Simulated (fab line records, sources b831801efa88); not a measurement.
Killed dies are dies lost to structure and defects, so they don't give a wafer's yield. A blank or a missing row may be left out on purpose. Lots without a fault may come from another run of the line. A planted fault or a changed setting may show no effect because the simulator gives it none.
A struck lot beside a sound one | flow gf180mcu | 44 steps out of a route of 602
Sound: wafers L551.2, L551.5, L551.6. Struck: wafers L541.1, L541.2, L541.5. The cause comes at the end.
At each step with rows: each side's tool, then ch and its chambers, then its first start. Under that, the readings that differ: sound wafers | struck wafers | difference of the means | sigmas: that difference in standard deviations of wafers without a fault.
alike: readings whose means differ by less than 2 such deviations, and words and numbers that are the same on both sides. not compared: withheld readings, readings that some wafer has no value for, bounds like >300 that may hide the same value, and numbers for which the record gives no deviation and whose values overlap.
The two part at a step that has a row with sigmas, a row that says differs or no value, or rows on one side only. Numbers that don't overlap but have no deviation are shown without sigmas and don't part them. A reading that every wafer of one side lacks parts them only if that side has two wafers or more.

first, 2 steps without rows for these wafers: GF_DNWELL_DEVELOP_06 (develop time 60 s); GF_DNWELL_IMPLANT_07.
GF_DNWELL_STRIP_08: strips in O2/N2.
  sound on plasma_asher-03 ch 0,1, day 6 07:19; struck on plasma_asher-03 ch 0,1, day 4 10:01
  alike: drypump_motor_current_A, heater_power_w, oes_product_au, strip_time_to_endpoint_s
  not compared: rf_hours_counter_h
GF_DNWELL_TW_MEAS_09:
  sound on film_metro-03, day 6 07:25; struck on film_metro-02, day 4 10:07
  alike: DNWELL_TW
then, 7 steps without rows for these wafers: GF_NWELL_DEHYDRATE_00 (time 60 s); GF_NWELL_HMDS_01 (prime time 60 s); GF_NWELL_COAT_02 (resist thk 3000 nm); GF_NWELL_SOFTBAKE_03; GF_NWELL_EXPOSE_04 (exposes mask Nwell, target cd 860 nm); GF_NWELL_PEB_05; GF_NWELL_DEVELOP_06 (develop time 60 s).
GF_NWELL_OVL_MEAS_07:
  sound on overlay-02, day 6 22:34; struck on overlay-01, day 4 23:40
  alike: NWELL_OVL
GF_NWELL_IMPLANT_08:
  sound on implanter-02 ch 0, day 6 22:37; struck on implanter-03 ch 0, day 5 00:01
  alike: faraday_current_uA
then, 1 step without rows for these wafers: GF_NWELL_IMPLANT_09.
GF_NWELL_STRIP_10: strips in O2/N2.
  sound on plasma_asher-03 ch 0,1, day 6 22:53; struck on plasma_asher-04 ch 0,1, day 5 00:19
  reading                      | sound             | struck            | difference | sigmas
  heater_power_w (W)           | 266 266 286       | 374 358 367       | +94        | +3
  strip_time_to_endpoint_s (s) | 36.94 36.85 36.90 | 37.09 37.06 37.14 | +0.20      | +2
  alike: drypump_motor_current_A, oes_product_au
  not compared: rf_hours_counter_h
GF_NWELL_TW_MEAS_11:
  sound on film_metro-01, day 6 23:04; struck on film_metro-02, day 5 00:38
  reading  | sound          | struck         | difference | sigmas
  NWELL_TW | 1566 1572 1562 | 1890 1881 1880 | +317       | +20
then, 7 steps without rows for these wafers: GF_LVPWELL_DEHYDRATE_00 (time 60 s); GF_LVPWELL_HMDS_01 (prime time 60 s); GF_LVPWELL_COAT_02 (resist thk 3000 nm); GF_LVPWELL_SOFTBAKE_03; GF_LVPWELL_EXPOSE_04 (exposes mask LVPWELL, target cd 600 nm); GF_LVPWELL_PEB_05; GF_LVPWELL_DEVELOP_06 (develop time 60 s).
GF_LVPWELL_OVL_MEAS_07:
  sound on overlay-01, day 7 14:35; struck on overlay-02, day 5 14:31
  alike: LVPWELL_OVL
then, 2 steps without rows for these wafers: GF_LVPWELL_IMPLANT_08; GF_LVPWELL_IMPLANT_09.
GF_LVPWELL_STRIP_10: strips in O2/N2.
  sound on plasma_asher-01 ch 0,1, day 7 14:55; struck on plasma_asher-02 ch 0,1, day 5 14:52
  alike: drypump_motor_current_A, heater_power_w, oes_product_au, strip_time_to_endpoint_s
  not compared: rf_hours_counter_h
GF_LVPWELL_TW_MEAS_11:
  sound on film_metro-01, day 7 15:01; struck on film_metro-04, day 5 14:58
  alike: LVPWELL_TW
then, 7 steps without rows for these wafers: GF_MVSD_DEHYDRATE_00 (time 60 s); GF_MVSD_HMDS_01 (prime time 60 s); GF_MVSD_COAT_02 (resist thk 3000 nm); GF_MVSD_SOFTBAKE_03; GF_MVSD_EXPOSE_04 (exposes mask MVSD, target cd 1000 nm); GF_MVSD_PEB_05; GF_MVSD_DEVELOP_06 (develop time 60 s).
GF_MVSD_OVL_MEAS_07:
  sound on overlay-01, day 8 06:02; struck on overlay-01, day 6 05:25
  reading       | sound       | struck       | difference | sigmas
  MVSD_OVL (nm) | 1.8 4.0 3.8 | -1.0 0.3 1.0 | -3.1       | -2
then, 2 steps without rows for these wafers: GF_MVSD_IMPLANT_08; GF_MVSD_IMPLANT_09.
GF_MVSD_STRIP_10: strips in O2/N2.
  sound on plasma_asher-04 ch 0,1, day 8 06:22; struck on plasma_asher-02 ch 0,1, day 6 05:46
  alike: drypump_motor_current_A, heater_power_w, oes_product_au, strip_time_to_endpoint_s
  not compared: rf_hours_counter_h
GF_MVSD_TW_MEAS_11:
  sound on film_metro-04, day 8 06:28; struck on film_metro-04, day 6 05:52
  alike: MVSD_TW
then, 2 steps without rows for these wafers: GF_MVPSD_DEHYDRATE_00 (time 60 s); GF_MVPSD_HMDS_01 (prime time 60 s).
-- the record jumps here: 3 days lie between the struck wafers' starts before and after --
GF_VT_IMPLANT_RS_MEAS_47: measures by four-point-probe.
  sound on film_metro-02, day 11 23:43; struck on film_metro-04, day 9 13:59
  reading           | sound             | struck            | difference | sigmas
  NWELL_RS (ohm/sq) | 487.3 489.5 488.1 | 349.5 349.0 349.1 | -139.1     | -99 or more
GF_PASSIVATION_PROBE_99:
  the record has rows for the sound wafers here (prober-02, day 33 12:37) and none for the struck ones

WHERE THEY PART
First at GF_NWELL_STRIP_10; last, within this record, at GF_PASSIVATION_PROBE_99.

WHY: what the simulator had put in
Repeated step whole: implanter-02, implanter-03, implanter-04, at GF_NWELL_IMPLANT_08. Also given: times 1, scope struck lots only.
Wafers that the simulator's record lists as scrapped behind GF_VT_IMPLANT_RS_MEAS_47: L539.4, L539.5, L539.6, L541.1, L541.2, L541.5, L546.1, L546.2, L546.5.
